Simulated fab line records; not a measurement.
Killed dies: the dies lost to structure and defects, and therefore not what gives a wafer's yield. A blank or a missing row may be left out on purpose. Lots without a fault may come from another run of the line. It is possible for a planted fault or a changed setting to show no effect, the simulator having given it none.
Matching of chambers | flow sky130 | SKY_CONTACT_ETCH_17 on rie_diel-04: 4 sister chambers
The step etches SiO2 in C4F8/O2/Ar, stops on Si3N4, target depth 340 nm. 14 wafers are shown with their chamber, then 7 later ones without.

## EACH WAFER AND ITS CHAMBER
wafer  | chamber | oes_product_au (a.u.)
L923.2 | 0       | 0.897
L923.4 | 2       | 0.889
L923.5 | 0       | 0.889
L924.3 | 0       | 0.893
L924.5 | 2       | 0.899
L924.6 | 1       | 0.892
L932.1 | 2       | 0.885
L932.5 | 2       | 0.894
L932.6 | 1       | 0.903
L937.2 | 3       | 0.894
L937.4 | 1       | 0.893
L937.6 | 3       | 0.889
L939.4 | 2       | 0.887
L939.5 | 2       | 0.894

SIGNATURES (averages over the wafers above)
reading        | chamber 0 | chamber 1 | chamber 2 | chamber 3 | scatter within a chamber
oes_product_au | 0.89300   | 0.89600   | 0.89133   | 0.89150   | 0.00506
Rule: for a wafer and a chamber, the distance is found by dividing, reading by reading, the gap between the wafer's reading and the chamber's mean by the reading's scatter, squaring, summing and taking the root. If the next closest chamber is less than 2 further off than the closest, the wafer can't be placed; otherwise it belongs to the closest. The scatter is the square root of a quotient: the sum, over the shown wafers, of each reading's squared deviation from its chamber's mean, divided by wafers minus chambers.

## WAFERS WITH NO CHAMBER GIVEN
wafer  | oes_product_au (a.u.)
L939.6 | 0.900
L942.1 | 0.900
L942.3 | 0.893
L942.4 | 0.892
L944.1 | 0.891
L944.4 | 0.892
L944.5 | 0.894

## EACH ONE'S CHAMBER
wafer  | from the rows above               | in truth
L939.6 | can't be placed: 1 or 0 or 3 or 2 | 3
L942.1 | can't be placed: 1 or 0 or 3 or 2 | 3
L942.3 | can't be placed: 0 or 3 or 2 or 1 | 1
L942.4 | can't be placed: 3 or 2 or 0 or 1 | 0
L944.1 | can't be placed: 2 or 3 or 0 or 1 | 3
L944.4 | can't be placed: 3 or 2 or 0 or 1 | 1
L944.5 | can't be placed: 0 or 1 or 3 or 2 | 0
0 of 7 placed correctly. Cannot be placed on the basis of these rows: 7; the candidates contain the true chamber in 7. Placed wrongly: 0.
